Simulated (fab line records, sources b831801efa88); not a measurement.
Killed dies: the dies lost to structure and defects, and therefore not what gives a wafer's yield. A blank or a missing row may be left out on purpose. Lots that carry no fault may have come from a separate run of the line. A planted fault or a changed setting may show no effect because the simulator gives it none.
The tool behind it: which one?	flow gf180mcu	Sampling: 15 lots, 45 wafers, 2 of 602 route steps

WHAT EACH GAUGE READ, for each wafer
GF_STI_THK_MEAS_02. Usual: STI_OXIDATION_THK 9.94 nm, standard deviation 0.19.
lot	measured	on	STI_OXIDATION_THK (nm)	flag
L101	day 1 12:10	filmMetro-02	9.75 9.75 9.85	
L103	day 1 21:31	filmMetro-02	9.73 9.69 9.65	
L105	day 2 08:01	filmMetro-03	9.65 9.66 9.83	
L107	day 2 17:32	filmMetro-03	10.16 10.14 10.17	
L108	day 2 22:35	filmMetro-04	9.73 9.74 9.83	
L109	day 3 03:42	filmMetro-02	9.91 9.91 9.94	
L110	day 3 08:31	filmMetro-02	9.85 9.69 9.83	
L112	day 3 18:53	filmMetro-04	9.84 9.71 9.94	
L115	day 4 10:10	filmMetro-02	9.78 9.84 9.82	
L117	day 4 19:40	filmMetro-02	9.88 10.01 10.02	
L119	day 5 05:32	filmMetro-04	10.20 10.16 10.06	
L120	day 5 11:50	filmMetro-03	10.33 10.35 10.34	
L121	day 5 15:32	filmMetro-02	10.07 10.02 10.00	
L123	day 6 01:31	filmMetro-04	10.31 10.13 10.28	
L124	day 6 06:31	filmMetro-03	10.06 9.95 10.10	

GF_MVPSD_TW_MEAS_11. Usual: MVPSD_TW 547, standard deviation 4.6.
lot	measured	on	MVPSD_TW	flag
L101	day 5 01:47	filmMetro-03	540 545 543	
L103	day 5 14:31	filmMetro-01	551 548 551	
L105	day 6 02:13	filmMetro-01	551 553 550	
L107	day 6 11:38	filmMetro-01	549 551 553	
L108	day 6 17:59	filmMetro-03	544 547 543	
L109	day 7 03:20	filmMetro-01	549 547 551	
L110	day 7 06:52	filmMetro-01	551 550 554	
L112	day 7 20:24	filmMetro-04	551 548 550	
L115	day 8 13:41	filmMetro-03	537 537 538	
L117	day 8 23:10	filmMetro-04	551 549 549	
L119	day 9 10:54	filmMetro-01	551 551 548	
L120	day 9 17:56	filmMetro-03	541 539 542	
L121	day 9 23:23	filmMetro-03	540 542 538	
L123	day 10 11:19	filmMetro-01	549 547 551	
L124	day 10 17:54	filmMetro-01	550 547 549	

EACH LOT AND THE TOOL THAT RAN IT (in order: tool; ch and the chambers of the sampled wafers; start)
No process step before these readings appears in the record.

WHAT THE TOOLS THEMSELVES READ (means of the sampled wafers that have a number; where no wafer has one, the mark that the record gives instead)
The record holds no such reading with a usual standard deviation.

THE ANSWER, worked out from the rows above alone
Rule: lot off if the mean of its wafers having a number is beyond 3 standard deviations from the usual mean. A lot without any number at a reading at which 4 lots or more have one is off too. Any other lot the step has rows for is counted as sound. The gauges are gone through in route order, then the tools' own readings, and for those a lot's mean is taken as printed above. At the first step where some lot is off, the reading lying furthest off is the one used; lots without a number count as furthest.
No lot is off at any reading shown: from this, nothing can be told.

WHAT WAS PUT IN BY THE SIMULATOR
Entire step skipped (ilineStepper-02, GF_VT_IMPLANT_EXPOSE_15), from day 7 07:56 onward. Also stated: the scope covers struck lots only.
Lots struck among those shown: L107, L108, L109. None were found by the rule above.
